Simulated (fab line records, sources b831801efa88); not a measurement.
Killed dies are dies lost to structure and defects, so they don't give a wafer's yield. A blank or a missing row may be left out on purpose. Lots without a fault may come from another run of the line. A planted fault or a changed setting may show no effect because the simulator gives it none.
Which tool did it? | flow gf180mcu | 13 lots, 39 wafers sampled, at 1 step of a route of 602

WHAT THE GAUGES READ, wafer by wafer
GF_STI_THK_MEAS_30.
lot  | measured    | on            | STI_OXIDATION_02_THK (nm)
L777 | day 2 16:37 | film_metro-03 | 10.26 10.36 10.16
L778 | day 2 21:36 | film_metro-03 | 9.97 10.01 10.11
L779 | day 3 04:30 | film_metro-04 | 9.97 9.91 10.08
L780 | day 3 07:59 | film_metro-04 | 9.89 9.84 10.06
L781 | day 3 13:50 | film_metro-03 | 10.13 10.06 10.19
L783 | day 4 03:25 | film_metro-04 | 9.96 9.76 9.92
L784 | day 4 06:52 | film_metro-04 | 9.96 9.89 9.86
L785 | day 4 12:28 | film_metro-04 | 9.93 10.06 10.14
L792 | day 5 21:48 | film_metro-04 | 10.33 10.29 10.17
L793 | day 6 02:23 | film_metro-01 | 9.80 9.85 9.88
L794 | day 6 08:39 | film_metro-03 | 10.29 10.15 10.13
L795 | day 6 15:08 | film_metro-03 | 10.52 10.38 10.34
L796 | day 6 19:05 | film_metro-04 | 10.20 10.10 10.18

WHICH TOOL RAN EACH LOT (tool, then ch and the chambers of the sampled wafers, then the start)
The record holds no process step before these readings.

WHAT THE TOOLS THEMSELVES READ (means of the sampled wafers that have a number; where no wafer has one, the mark that the record gives instead)
The record holds no such reading with a usual standard deviation.

THE ANSWER, worked out from the rows above alone
Rule: what is usual is taken from the lots themselves. Put in order of their means at a reading, lots are off if they are a third of the lots or fewer, leave a main group of 4 or more, and stand apart from it by a gap of 3 or more times the standard deviation of the main group's means; of several such gaps the widest counts. A main group whose means are all the same, to the digits that the tables above print for the reading, isn't used. A lot without any number at a reading at which 4 lots or more have one is off too. The other lots that the step has rows for count as sound. The gauges are gone through in route order, then the tools' own readings, and for those a lot's mean is taken as printed above. The first step at which some lot is off is used, and at that step the reading that is off furthest; a lot without a number counts as furthest.
No lot is off at any reading shown: from this, nothing can be told.

WHAT THE SIMULATOR HAD PUT IN
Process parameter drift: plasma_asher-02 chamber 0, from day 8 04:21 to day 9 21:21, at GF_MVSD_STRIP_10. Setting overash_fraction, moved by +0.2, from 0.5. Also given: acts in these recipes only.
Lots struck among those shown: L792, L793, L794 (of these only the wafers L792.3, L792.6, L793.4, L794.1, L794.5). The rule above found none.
